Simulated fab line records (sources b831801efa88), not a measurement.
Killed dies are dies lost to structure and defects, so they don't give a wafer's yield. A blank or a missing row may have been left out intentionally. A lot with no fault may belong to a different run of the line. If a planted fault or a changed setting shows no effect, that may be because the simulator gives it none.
Struck lot and sound lot, side by side :: flow gf180mcu :: 20 out of 602 route steps
Sound: wafers L861.1, L861.2, L861.5. Wafers struck: L874.2, L874.4, L874.6. Last of all comes the cause.
For every step that has rows: the tool of each side, followed by ch and its chambers, followed by its first start. Under that, the readings that differ: sound wafers :: struck wafers :: difference of the means :: sigmas: that difference in standard deviations of wafers without a fault.
alike: same words and numbers on both sides, and readings whose means sit less than 2 such deviations apart. not compared: any withheld reading, any reading some wafer has no value for, any bound like >300 that may hide the same value, and any number with overlapping values for which the record gives no deviation.
Wherever a step has rows on one side only, a row that says differs or no value, or a row with sigmas, the two part there. When numbers do not overlap yet have no deviation, they are printed without sigmas and do not part them. A reading that every wafer of one side lacks parts them only if that side has two wafers or more.

first, 1 step without rows for these wafers: GF_V5_CVD_00 (deposits SiO2, target thk 300 nm, time 50 s).
GF_V5_THK_MEAS_01:
  struck on filmMetro-02, day 31 18:04; sound on filmMetro-02, day 28 00:42
  alike: V5_CVD_00_THK
GF_V5_CVD_02: deposits SiO2 from TEOS, target thk 1450 nm, time 163.28 s.
  sound on pecvd-04 ch 1,2, day 28 00:46; struck on pecvd-02 ch 0,2, day 31 18:07
  alike: heaterPowerW
GF_V5_THK_MEAS_03:
  struck on filmMetro-04, day 31 18:14; sound on filmMetro-04, day 28 00:52
  alike: V5_CVD_02_THK
GF_V5_CMP_04: polishes SiO2.
  sound on cmp-02 ch 1,3, day 28 00:58; struck on cmp-02 ch 0,3, day 31 18:17
  alike: headPressurePsi, motorCurrentA
GF_V5_BOW_MEAS_05:
  struck on filmMetro-03, day 31 18:36; sound on filmMetro-02, day 28 01:13
  alike: V5_BOW
then, 6 steps without rows for these wafers: GF_V5_DEHYDRATE_06 (time 60 s); GF_V5_HMDS_07 (prime time 60 s); GF_V5_COAT_08; GF_V5_COAT_09 (resist thk 1000 nm); GF_V5_SOFTBAKE_10 (time 60 s); GF_V5_EXPOSE_11 (exposes mask Via5, target cd 260 nm).
GF_V5_PEB_12: peb time 90 s.
  sound on lithoTrack-01 ch 0, day 28 19:59; struck on lithoTrack-04 ch 0, day 32 10:46
reading: heaterPowerTotalW (W)
sound: 85.59 85.80 85.83
struck: 81.05 81.01 81.27
difference: -4.63
sigmas: -52

reading: plateTempC (C)
sound: 134.93 135.14 134.88
struck: 129.37 129.65 129.43
difference: -5.50
sigmas: -39
then, 1 step without rows for these wafers: GF_V5_DEVELOP_13 (develop time 60 s).
GF_V5_CD_MEAS_14 targets a cd of 260 nm.
  struck on cdSem-02, day 32 11:23; sound on cdSem-02, day 28 20:20
reading: cdNm (nm)
sound: 261.4 260.8 261.2
struck: 239.6 241.0 239.9
difference: -21.0
sigmas: -19
  not compared: hold
GF_V5_OVL_MEAS_15:
  struck on overlay-01, day 32 13:06; sound on overlay-02, day 28 20:27
reading: hold
sound: - - -
struck: awaitDispo/1.6h/release awaitDispo/1.6h/release awaitDispo/1.6h/release
difference: no value on the sound wafers
sigmas: 
  alike: V5_OVL
GF_V5_ETCH_16: etches BARC in N2/H2.
  sound on rieDiel-01 ch 1,2,3, day 28 20:29; struck on rieDiel-04 ch 0,1, day 32 13:08
reading: model.V5.cdNm (nm)
sound: 260.6 260.9 260.5
struck: 240.2 241.5 240.8
difference: -19.8
sigmas: 
  alike: drypumpMotorCurrentA, oesProductAu, throttleValvePct
GF_V5_ETCH_17: etches SiO2 in C4F8/O2/Ar, stops on TiN, target depth 855 nm.
  sound on rieDiel-01 ch 1,2,3; struck on rieDiel-04 ch 0,1
reading: model.V5.cdNm (nm)
sound: 260.1 261.5 260.7
struck: 239.6 241.7 240.3
difference: -20.2
sigmas: 
  alike: oesProductAu
GF_V5_STRIP_18: strips in O2/N2.
  sound on plasmaAsher-04 ch 0,1, day 28 20:38; struck on plasmaAsher-01 ch 0,1, day 32 13:17
  alike: drypumpMotorCurrentA, heaterPowerW, oesProductAu, platenTempC
  not compared: rfHoursCounterH
GF_PASSIVATION_PROBE_99:
  the record has rows for the struck wafers here (prober-02, day 34 00:26) and none for the sound ones

WHERE THEY PART
First at GF_V5_PEB_12; last, within this record, at GF_PASSIVATION_PROBE_99.

WHY: whatever the simulator had introduced
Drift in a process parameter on lithoTrack-04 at GF_V5_PEB_12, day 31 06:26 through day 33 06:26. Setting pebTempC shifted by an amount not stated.
